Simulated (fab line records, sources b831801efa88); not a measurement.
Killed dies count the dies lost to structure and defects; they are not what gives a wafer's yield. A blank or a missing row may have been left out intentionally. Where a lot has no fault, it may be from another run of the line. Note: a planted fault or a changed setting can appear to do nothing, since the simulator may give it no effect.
Which of the tools did it? :: flow gf180mcu :: 7 lots, 21 wafers sampled, at 2 steps of a route of 602

WHAT EACH GAUGE READ, for each wafer
GF_HV_LDD_THK_MEAS_55.
lot: L228
measured: day 13 12:44
on: film-metro-01
HV_LDD_CVD_54_THK (nm): 10.24 10.13 10.26

lot: L232
measured: day 14 15:34
on: film-metro-03
HV_LDD_CVD_54_THK (nm): 9.70 9.86 9.76

lot: L235
measured: day 15 20:12
on: film-metro-03
HV_LDD_CVD_54_THK (nm): 10.03 10.08 10.02

lot: L237
measured: day 16 11:11
on: film-metro-01
HV_LDD_CVD_54_THK (nm): 10.44 10.77 11.52

lot: L244
measured: day 18 20:23
on: film-metro-03
HV_LDD_CVD_54_THK (nm): 10.10 10.10 9.96

lot: L246
measured: day 19 09:06
on: film-metro-04
HV_LDD_CVD_54_THK (nm): 9.97 10.00 9.94

lot: L248
measured: day 20 09:55
on: film-metro-01
HV_LDD_CVD_54_THK (nm): 10.13 10.01 10.03

WHICH TOOL RAN EACH LOT (tool, then ch and the chambers of the sampled wafers, then the start)
lot: L228
GF_HV_LDD_CVD_54: lpcvd-01 ch 1, day 13 11:43

lot: L232
GF_HV_LDD_CVD_54: lpcvd-02 ch 0, day 14 14:32

lot: L235
GF_HV_LDD_CVD_54: lpcvd-02 ch 0, day 15 19:11

lot: L237
GF_HV_LDD_CVD_54: lpcvd-01 ch 1, day 16 09:40

lot: L244
GF_HV_LDD_CVD_54: lpcvd-02 ch 1, day 18 18:50

lot: L246
GF_HV_LDD_CVD_54: lpcvd-02 ch 1, day 19 07:34

lot: L248
GF_HV_LDD_CVD_54: lpcvd-02 ch 1, day 20 08:23
- GF_HV_LDD_CVD_54: deposits SiO2 from TEOS, target thk 10 nm, time 75 s.

THE ANSWER, worked out from the rows above alone
Rule: the lots themselves supply what counts as usual. The widest of any qualifying gaps counts: lots, ordered by their means at a reading, are off when they make up no more than a third of the lots, leave a main group of 4 or more, and stand apart from it by 3 or more times the standard deviation of that group's means. If all means in a main group match to the digits the tables above print for the reading, that group is not used. Also off: a lot with no number at a reading for which 4 or more lots have one. Where the step has rows for the other lots, those lots are counted as sound.
Off: L237, at GF_HV_LDD_THK_MEAS_55 (HV_LDD_CVD_54_THK). Mean 10.02 nm and standard deviation 0.13 in the main group.
If a tool, at a process step before that reading, ran all the lots that are off and no sound lot after the first of them, it fits. Gauges at GF_HV_LDD_THK_MEAS_55: tried the same way as those tools. One fits: GF_HV_LDD_CVD_54 on lpcvd-01. A fault onset in the window from L228 (day 13 11:43, its last sound lot) to L237 (day 16 09:40, its first lot off) fits.

WHAT WAS PUT IN BY THE SIMULATOR
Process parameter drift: lpcvd-01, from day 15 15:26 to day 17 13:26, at GF_HV_LDD_CVD_54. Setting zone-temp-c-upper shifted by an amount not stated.
Struck lots among those shown: L237. The rule above reached the same finding.
